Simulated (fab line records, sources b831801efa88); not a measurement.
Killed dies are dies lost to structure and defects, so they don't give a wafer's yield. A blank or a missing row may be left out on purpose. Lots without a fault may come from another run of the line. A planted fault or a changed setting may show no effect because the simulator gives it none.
fab line records | flow sfq_line
record lots=14 wafers=42 last_day=91
route steps=325 shown I4@164 R5@216 M7@290 M8@325
lots that met no fault: from a run of the same line without faults
start_h: hours from the record's first day to the start of the lot's first wafer shown | wait_h: hours since the lot's step before | " the same as in the row above | L1.1+2: a row that stands for several wafers | - no value, or no start given | * or withheld: withheld | < > ~ a bound
route shown NAME@n: a module of which the file shows steps, and the number in the route of the first | usual: mean/standard deviation of fault-free wafers | same: alike in all rows | chamber/n: place in a boat | sites: the reading at each site | _std_site: their standard deviation | _edge_site: outer sites' mean less inner sites' | radius_mm: how far each site lies from the wafer's centre | mask NAME#n: copy n | behind: the tool/chamber that last shaped the wafer | hold: why the lot was held/for how many hours/how that ended | device: the transistor (n, p or np) that didn't switch | end of line: the same wafers' tests at the end of the route | a step without rows: its recipe alone | killed: dies lost to structure and defects at the first sort, not the wafer's yield | map: a wafer's dies, x killed, . not, _ none there
set.NAME: the setting as run; set.NAME@STEP: as run at that earlier step | model.NAME: the simulator's own value behind a step, which no gauge read
steps of the route over a sample of lots; a table a step, a row a wafer
services: from which hour (start_h, from the record's first day; less than 0 if before it) a tool's chamber was out of use, for how many hours, and why
## steps
# step SFQ_TRILAYER_I4_CMP_CMP_100
# recipe material=SiO2 down_force_psi=3.104 platen_rpm=60 pad_velocity_m_s=0.94248
# usual motor_current_A=10.6/1.2 time_to_endpoint_s=206/8
# columns lot.wafer tool chamber start_h wait_h motor_current_A time_to_endpoint_s
L386.4 cmp-02 0 1164.20 1.0 9.6 210
L386.2 " 1 " " 9.5 201
L386.5 " 2 " " 8.4 198
L387.2 cmp-01 0 1165.60 0.0 11.9 201
L387.3 " 1 " " 10.0 204
L387.1 " 2 " " 12.1 197
L388.3 cmp-01 3 1180.78 0.0 12.3 225
L388.2 " 1 1181.78 1.0 10.4 205
L388.1 " 2 " " 11.1 199
L389.1 cmp-01 3 1186.50 0.5 10.9 213
L389.4 " 1 1187.50 1.5 9.9 205
L389.5 " 2 " " 11.5 207
L390.2 cmp-01 3 1192.12 0.0 11.3 207
L390.1 " 0 " " 11.5 203
L390.6 " 3 1194.12 2.0 11.3 214
L391.3 cmp-02 3 1209.05 0.8 11.9 196
L391.1 " 0 " " 10.3 212
L391.4 " 1 " " 10.2 203
L398.1 cmp-02 2 1279.45 0.7 8.4 198
L398.4 " 3 " " 11.8 206
L398.6 " 1 1280.95 2.1 9.2 212
L399.4 cmp-01 2 1286.95 0.5 11.5 200
L399.3 " 3 " " 11.1 220
L399.6 " 1 1288.45 2.0 10.1 204
L404.4 cmp-01 1 1307.60 0.5 9.2 204
L404.2 " 3 1308.60 1.5 11.2 211
L404.6 " 1 1309.60 2.5 10.2 202
L405.3 cmp-01 1 1313.50 1.0 9.3 200
L405.5 " 3 1314.50 2.0 11.3 221
L405.6 " 0 " " 11.4 213
L406.2 cmp-01 3 1319.98 1.5 11.6 208
L406.5 " 0 " " 11.8 201
L406.6 " 1 " " 10.2 210
L407.2 cmp-02 2 1323.73 0.0 8.6 193
L407.1 " 3 " " 11.7 195
L407.5 " 3 1326.23 2.5 11.1 200
L408.2 cmp-01 0 1330.03 1.5 12.1 207
L408.3 " 3 1331.53 3.0 11.6 211
L408.5 " 1 1332.53 4.0 9.8 210
L409.1 cmp-01 3 1367.52 3.7 11.2 223
L409.6 " 1 1368.52 4.6 9.4 217
L409.5 " 2 " " 11.5 216
# step SFQ_R5_THK_MEAS_934
# recipe thk_meas_gauge=xrf reads=MoNx_of_TRILAYER_R5_DEP_SPUTTER_133
# usual R5_MONX_THK=39.9/0.55
# columns lot.wafer tool chamber start_h wait_h R5_MONX_THK[nm]
L386.2 film_metro-02 - 1323.30 0.1 39.6
L386.4 " - " " 39.1
L386.5 " - " " 39.4
L387.1 film_metro-01 - 1351.14 0.1 40.3
L387.2 " - " " 40.0
L387.3 " - " " 40.4
L388.1 film_metro-02 - 1352.94 0.1 40.5
L388.2 " - " " 40.1
L388.3 " - " " 40.7
L389.1 film_metro-02 - 1354.14 0.1 40.1
L389.4 " - " " 40.1
L389.5 " - " " 39.5
L390.1 film_metro-02 - 1364.85 0.1 40.4
L390.2 " - " " 40.8
L390.6 " - " " 41.0
L391.1 film_metro-03 - 1496.12 0.1 39.1
L391.3 " - " " 39.8
L391.4 " - " " 39.7
L398.1 film_metro-03 - 1563.87 0.1 39.8
L398.4 " - " " 39.6
L398.6 " - " " 39.6
L399.3 film_metro-02 - 1569.89 0.1 40.5
L399.4 " - " " 40.4
L399.6 " - " " 40.7
L404.2 film_metro-02 - 1694.04 0.1 39.1
L404.4 " - " " 39.1
L404.6 " - " " 38.6
L405.3 film_metro-01 - 1698.49 0.1 39.6
L405.5 " - " " 39.3
L405.6 " - " " 39.9
L406.2 film_metro-02 - 1702.08 0.1 40.1
L406.5 " - " " 40.3
L406.6 " - " " 39.8
L407.1 film_metro-03 - 1705.67 0.1 39.8
L407.2 " - " " 39.9
L407.5 " - " " 39.7
L408.2 film_metro-01 - 1708.68 0.1 40.7
L408.3 " - " " 40.9
L408.5 " - " " 40.5
L409.1 film_metro-02 - 1736.74 0.1 40.0
L409.5 " - " " 39.4
L409.6 " - " " 39.4
# step SFQ_TRILAYER_M7_LITHO_DEVELOP_179
# recipe time_s=60 resist=KrF
# usual chill_plate_temp_C=22.99/0.11 exhaust_pa=44.9/1
# columns lot.wafer tool chamber start_h wait_h chill_plate_temp_C exhaust_pa
L386.2 litho_track-01 0 1815.10 0.1 22.96 42.9
L386.4 " 0 " " 22.88 45.3
L386.5 " 0 " " 22.85 45.2
L387.1 litho_track-01 0 1819.05 0.1 22.75 44.9
L387.2 " 0 " " 22.89 44.9
L387.3 " 0 " " 23.05 44.0
L388.1 litho_track-03 0 1822.65 0.1 22.94 45.1
L388.2 " 0 " " 23.00 44.7
L388.3 " 0 " " 22.97 45.8
L389.1 litho_track-03 0 1829.84 0.1 23.15 44.9
L389.4 " 0 " " 23.10 43.5
L389.5 " 0 " " 23.10 44.9
L390.1 litho_track-01 0 1831.04 0.1 22.99 43.9
L390.2 " 0 " " 23.14 44.0
L390.6 " 0 " " 22.93 43.3
L391.1 litho_track-03 0 1839.12 0.1 22.92 45.3
L391.3 " 0 " " 22.95 46.2
L391.4 " 0 " " 22.78 46.2
L398.1 litho_track-01 - 1962.96 0.1 - -
L398.4 " - " " - -
L398.6 " - " " - -
L399.3 litho_track-01 - 1965.41 0.1 - -
L399.4 " - " " - -
L399.6 " - " " - -
L404.2 litho_track-04 0 2081.30 0.1 23.08 46.2
L404.4 " 0 " " 23.01 45.2
L404.6 " 0 " " 23.02 46.3
L405.3 litho_track-03 0 2082.52 0.1 22.85 45.4
L405.5 " 0 " " 22.85 46.1
L405.6 " 0 " " 23.03 46.5
L406.2 litho_track-03 0 2088.50 0.1 23.01 44.5
L406.5 " 0 " " 23.06 43.0
L406.6 " 0 " " 23.09 44.6
L407.1 litho_track-03 0 2089.67 0.1 22.83 45.1
L407.2 " 0 " " 22.90 45.4
L407.5 " 0 " " 22.87 44.7
L408.2 litho_track-03 0 2093.30 0.1 23.00 45.1
L408.3 " 0 " " 22.99 44.5
L408.5 " 0 " " 22.81 45.2
L409.1 litho_track-04 0 2104.07 0.1 22.95 44.8
L409.5 " 0 " " 22.86 44.6
L409.6 " 0 " " 22.94 44.9
# step SFQ_M8_BOW_MEAS_951
# recipe mode=bow
# usual M8_BOW=8/12
# columns lot.wafer tool chamber start_h wait_h M8_BOW[um]
L386.2 film_metro-04 - 1912.61 0.0 34
L386.4 " - " " 27
L386.5 " - " " 35
L387.1 film_metro-04 - 1913.78 0.0 -21
L387.2 " - " " -14
L387.3 " - " " 2
L388.1 film_metro-02 - 1918.59 0.0 22
L388.2 " - " " 20
L388.3 " - " " 17
L389.1 film_metro-03 - 1926.99 0.0 23
L389.4 " - " " 11
L389.5 " - " " 31
L390.1 film_metro-04 - 1930.58 0.0 14
L390.2 " - " " 8
L390.6 " - " " 14
L391.1 film_metro-02 - 1935.38 0.0 10
L391.3 " - " " 7
L391.4 " - " " 9
L398.1 film_metro-02 - 2012.83 0.0 27
L398.4 " - " " 35
L398.6 " - " " 36
L399.3 film_metro-02 - 2015.54 0.0 7
L399.4 " - " " 17
L399.6 " - " " 4
L404.2 film_metro-04 - 2170.54 0.0 -4
L404.4 " - " " -7
L404.6 " - " " -6
L405.3 film_metro-02 - 2172.96 0.0 12
L405.5 " - " " -4
L405.6 " - " " 9
L406.2 film_metro-04 - 2175.34 0.0 8
L406.5 " - " " 6
L406.6 " - " " 7
L407.1 film_metro-04 - 2177.90 0.0 15
L407.2 " - " " 4
L407.5 " - " " 10
L408.2 film_metro-03 - 2182.72 0.0 -8
L408.3 " - " " -10
L408.5 " - " " -10
L409.1 film_metro-02 - 2191.05 0.0 1
L409.5 " - " " 2
L409.6 " - " " 2
## services
# columns tool chamber start_h hours kind
cmp-01 - 1149.99 1.8 repair
cmp-01 - 1207.26 7.9 pm
cmp-01 - 1215.95 0.2 repair
cmp-01 - 1258.09 4.0 pm
cmp-01 - 1265.09 5.3 pm
cmp-01 - 1325.29 1.7 repair
cmp-01 - 1574.45 4.6 pm
cmp-01 - 1599.61 4.0 pm
cmp-01 - 1636.74 0.2 repair
cmp-01 - 1656.11 1.7 repair
cmp-01 - 1665.30 1.8 repair
cmp-01 - 1707.25 12.2 pm
cmp-01 - 1732.22 0.8 repair
cmp-01 - 1764.19 1.1 repair
cmp-01 - 1769.49 0.9 repair
cmp-01 - 1772.63 3.0 repair
cmp-01 - 1787.03 2.3 repair
cmp-01 - 1789.79 8.8 repair
cmp-01 - 1920.56 4.6 pm
cmp-01 - 1924.09 2.0 repair
cmp-01 - 1940.81 4.0 pm
cmp-01 - 1944.81 5.9 pm
cmp-01 - 1984.86 3.0 repair
cmp-01 - 2058.00 0.7 repair
## key
first_sign step=SFQ_TRILAYER_M7_LITHO_DEVELOP_179 reading=tool_record direction=missing
effect none on later readings
met_at SFQ_TRILAYER_M7_LITHO_DEVELOP_179
struck_lots L398,L399
not_acting_at SFQ_TRILAYER_I4_CMP_CMP_100,SFQ_R5_THK_MEAS_934,SFQ_M8_BOW_MEAS_951
onset_between 1831.04 1962.96
fault kind=skipped_step_whole tool=litho_track-01 chamber=- onset_h=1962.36 steps=SFQ_TRILAYER_M7_LITHO_DEVELOP_179 scope=struck_lots_only
